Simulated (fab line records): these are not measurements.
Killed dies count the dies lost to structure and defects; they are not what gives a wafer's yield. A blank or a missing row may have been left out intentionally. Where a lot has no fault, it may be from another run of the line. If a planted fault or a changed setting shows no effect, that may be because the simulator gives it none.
Which tool is to blame? / flow gf180mcu / 13 lots, 39 wafers sampled, at 4 steps of a route of 602

## WHAT THE GAUGES READ, wafer by wafer
GF_HV_LDD_RS_MEAS_53: measures by four-point-probe.
lot=L356; measured=day 12 08:12; on=film-metro-02; HV_LDD_RS (ohm/sq)=418.0 418.3 418.5
lot=L360; measured=day 13 15:53; on=film-metro-03; HV_LDD_RS (ohm/sq)=417.5 416.5 416.5
lot=L361; measured=day 13 18:44; on=film-metro-03; HV_LDD_RS (ohm/sq)=417.9 417.6 416.6
lot=L368; measured=day 16 12:12; on=film-metro-04; HV_LDD_RS (ohm/sq)=419.2 419.3 420.2
lot=L369; measured=day 16 17:44; on=film-metro-03; HV_LDD_RS (ohm/sq)=421.4 422.5 422.3
lot=L372; measured=day 17 19:41; on=film-metro-04; HV_LDD_RS (ohm/sq)=417.2 417.2 416.9
lot=L373; measured=day 17 23:09; on=film-metro-02; HV_LDD_RS (ohm/sq)=417.7 418.5 418.0
lot=L374; measured=day 18 07:05; on=film-metro-02; HV_LDD_RS (ohm/sq)=419.2 419.1 419.1
lot=L375; measured=day 18 16:32; on=film-metro-02; HV_LDD_RS (ohm/sq)=416.4 416.9 417.8
lot=L376; measured=day 19 06:06; on=film-metro-03; HV_LDD_RS (ohm/sq)=416.5 416.4 417.5
lot=L377; measured=day 20 04:15; on=film-metro-03; HV_LDD_RS (ohm/sq)=418.0 417.9 417.5
lot=L378; measured=day 20 07:44; on=film-metro-02; HV_LDD_RS (ohm/sq)=418.8 418.2 418.1
lot=L379; measured=day 20 19:56; on=film-metro-02; HV_LDD_RS (ohm/sq)=417.7 417.8 418.3

GF_CONTACT_THK_MEAS_01.
lot=L356; measured=day 15 02:48; on=film-metro-02; CONTACT_CVD_00_THK (nm)=300 297 303
lot=L360; measured=day 16 11:19; on=film-metro-03; CONTACT_CVD_00_THK (nm)=301 299 302
lot=L361; measured=day 16 14:16; on=film-metro-02; CONTACT_CVD_00_THK (nm)=307 305 304
lot=L368; measured=day 19 14:52; on=film-metro-02; CONTACT_CVD_00_THK (nm)=302 299 298
lot=L369; measured=day 19 21:24; on=film-metro-02; CONTACT_CVD_00_THK (nm)=302 300 299
lot=L372; measured=day 21 01:04; on=film-metro-02; CONTACT_CVD_00_THK (nm)=298 302 300
lot=L373; measured=day 21 03:29; on=film-metro-04; CONTACT_CVD_00_THK (nm)=303 299 298
lot=L374; measured=day 21 12:43; on=film-metro-03; CONTACT_CVD_00_THK (nm)=307 306 303
lot=L375; measured=day 21 21:41; on=film-metro-02; CONTACT_CVD_00_THK (nm)=297 298 298
lot=L376; measured=day 22 10:01; on=film-metro-03; CONTACT_CVD_00_THK (nm)=305 304 298
lot=L377; measured=day 23 07:47; on=film-metro-02; CONTACT_CVD_00_THK (nm)=308 302 307
lot=L378; measured=day 23 10:04; on=film-metro-03; CONTACT_CVD_00_THK (nm)=300 300 301
lot=L379; measured=day 23 23:10; on=film-metro-02; CONTACT_CVD_00_THK (nm)=296 299 295

## WHICH TOOL RAN EACH LOT (tool, then ch and the chambers of the sampled wafers, then the start)
lot=L356; GF_HV_LDD_IMPLANT_35=implanter-02 ch 0, day 11 12:00; GF_HV_LDD_RTA_52=rtp-anneal-01 ch 0, day 12 08:08
lot=L360; GF_HV_LDD_IMPLANT_35=implanter-04 ch 0, day 12 18:33; GF_HV_LDD_RTA_52=rtp-anneal-02 ch 0, day 13 15:48
lot=L361; GF_HV_LDD_IMPLANT_35=implanter-04 ch 0, day 12 21:22; GF_HV_LDD_RTA_52=rtp-anneal-01 ch 0, day 13 18:40
lot=L368; GF_HV_LDD_IMPLANT_35=implanter-01 ch 0, day 15 13:37; GF_HV_LDD_RTA_52=rtp-anneal-02 ch 0, day 16 12:08
lot=L369; GF_HV_LDD_IMPLANT_35=implanter-01 ch 0, day 15 18:37; GF_HV_LDD_RTA_52=rtp-anneal-01 ch 0, day 16 17:40
lot=L372; GF_HV_LDD_IMPLANT_35=implanter-02 ch 0, day 16 19:58; GF_HV_LDD_RTA_52=rtp-anneal-01 ch 0, day 17 19:37
lot=L373; GF_HV_LDD_IMPLANT_35=implanter-04 ch 0, day 16 23:43; GF_HV_LDD_RTA_52=rtp-anneal-01 ch 0, day 17 23:05
lot=L374; GF_HV_LDD_IMPLANT_35=implanter-02 ch 0, day 17 07:01; GF_HV_LDD_RTA_52=rtp-anneal-01 ch 0, day 18 07:01
lot=L375; GF_HV_LDD_IMPLANT_35=implanter-02 ch 0, day 17 16:07; GF_HV_LDD_RTA_52=rtp-anneal-01 ch 0, day 18 16:28
lot=L376; GF_HV_LDD_IMPLANT_35=implanter-01 ch 0, day 18 05:04; GF_HV_LDD_RTA_52=rtp-anneal-01 ch 0, day 19 06:02
lot=L377; GF_HV_LDD_IMPLANT_35=implanter-04 ch 0, day 19 02:46; GF_HV_LDD_RTA_52=rtp-anneal-01 ch 0, day 20 04:11
lot=L378; GF_HV_LDD_IMPLANT_35=implanter-01 ch 0, day 19 06:52; GF_HV_LDD_RTA_52=rtp-anneal-02 ch 0, day 20 07:40
lot=L379; GF_HV_LDD_IMPLANT_35=implanter-02 ch 0, day 19 18:55; GF_HV_LDD_RTA_52=rtp-anneal-02 ch 0, day 20 19:52
- GF_HV_LDD_IMPLANT_35
- GF_HV_LDD_RTA_52: time 10 s.

## AS READ BY THE TOOLS THEMSELVES (means over the sampled wafers that have a number; for cases with no such wafer, the mark the record gives instead)
GF_HV_LDD_IMPLANT_35.
lot=L356 tool=implanter-02 dose-ions-cm2=7.497e+12 faraday-current-uA=41.8
lot=L360 tool=implanter-04 dose-ions-cm2=7.508e+12 faraday-current-uA=43.0
lot=L361 tool=implanter-04 dose-ions-cm2=7.506e+12 faraday-current-uA=41.4
lot=L368 tool=implanter-01 dose-ions-cm2=6.493e+12 faraday-current-uA=36.3
lot=L369 tool=implanter-01 dose-ions-cm2=6.495e+12 faraday-current-uA=37.2
lot=L372 tool=implanter-02 dose-ions-cm2=7.519e+12 faraday-current-uA=41.6
lot=L373 tool=implanter-04 dose-ions-cm2=7.490e+12 faraday-current-uA=42.7
lot=L374 tool=implanter-02 dose-ions-cm2=7.503e+12 faraday-current-uA=41.4
lot=L375 tool=implanter-02 dose-ions-cm2=7.510e+12 faraday-current-uA=43.3
lot=L376 tool=implanter-01 dose-ions-cm2=7.500e+12 faraday-current-uA=41.9
lot=L377 tool=implanter-04 dose-ions-cm2=7.506e+12 faraday-current-uA=41.7
lot=L378 tool=implanter-01 dose-ions-cm2=7.500e+12 faraday-current-uA=42.8
lot=L379 tool=implanter-02 dose-ions-cm2=7.504e+12 faraday-current-uA=43.3

GF_HV_LDD_RTA_52.
lot=L356; tool=rtp-anneal-01; lamp-power-pct (%)=36; wafer_temp_C_max=1006.4
lot=L360; tool=rtp-anneal-02; lamp-power-pct (%)=28; wafer_temp_C_max=1008.6
lot=L361; tool=rtp-anneal-01; lamp-power-pct (%)=36; wafer_temp_C_max=1006.5
lot=L368; tool=rtp-anneal-02; lamp-power-pct (%)=28; wafer_temp_C_max=1007.4
lot=L369; tool=rtp-anneal-01; lamp-power-pct (%)=36; wafer_temp_C_max=1006.7
lot=L372; tool=rtp-anneal-01; lamp-power-pct (%)=36; wafer_temp_C_max=1007.6
lot=L373; tool=rtp-anneal-01; lamp-power-pct (%)=36; wafer_temp_C_max=1005.8
lot=L374; tool=rtp-anneal-01; lamp-power-pct (%)=36; wafer_temp_C_max=1005.8
lot=L375; tool=rtp-anneal-01; lamp-power-pct (%)=36; wafer_temp_C_max=1006.1
lot=L376; tool=rtp-anneal-01; lamp-power-pct (%)=36; wafer_temp_C_max=1007.6
lot=L377; tool=rtp-anneal-01; lamp-power-pct (%)=36; wafer_temp_C_max=1006.6
lot=L378; tool=rtp-anneal-02; lamp-power-pct (%)=28; wafer_temp_C_max=1008.5
lot=L379; tool=rtp-anneal-02; lamp-power-pct (%)=28; wafer_temp_C_max=1007.4

## THE ANSWER, worked out from the rows above alone
Rule: usual is defined by the lots themselves. Put in order of their means at a reading, lots are off if they are a third of the lots or fewer, leave a main group of 4 or more, and stand apart from it by a gap of 3 or more times the standard deviation of the main group's means; of several such gaps the widest counts. A main group whose means are all the same, to the digits that the tables above print for the reading, isn't used. A lot without any number at a reading at which 4 lots or more have one is off too. The other lots that the step has rows for count as sound. The gauges are gone through in route order, then the tools' own readings, and for those a lot's mean is taken as printed above. At the first step where some lot is off, the reading lying furthest off is the one used; lots without a number count as furthest.
Off: L368, L369 (GF_HV_LDD_IMPLANT_35, dose-ions-cm2). The main group has a mean of 7.504e+12 with a standard deviation of 7.2e+09.
If a tool, at that step or one of the process steps before it, ran each lot that is off and ran no sound lot following the first of them, it fits. No candidate that was tried fits.

## WHAT HAD BEEN PUT IN BY THE SIMULATOR
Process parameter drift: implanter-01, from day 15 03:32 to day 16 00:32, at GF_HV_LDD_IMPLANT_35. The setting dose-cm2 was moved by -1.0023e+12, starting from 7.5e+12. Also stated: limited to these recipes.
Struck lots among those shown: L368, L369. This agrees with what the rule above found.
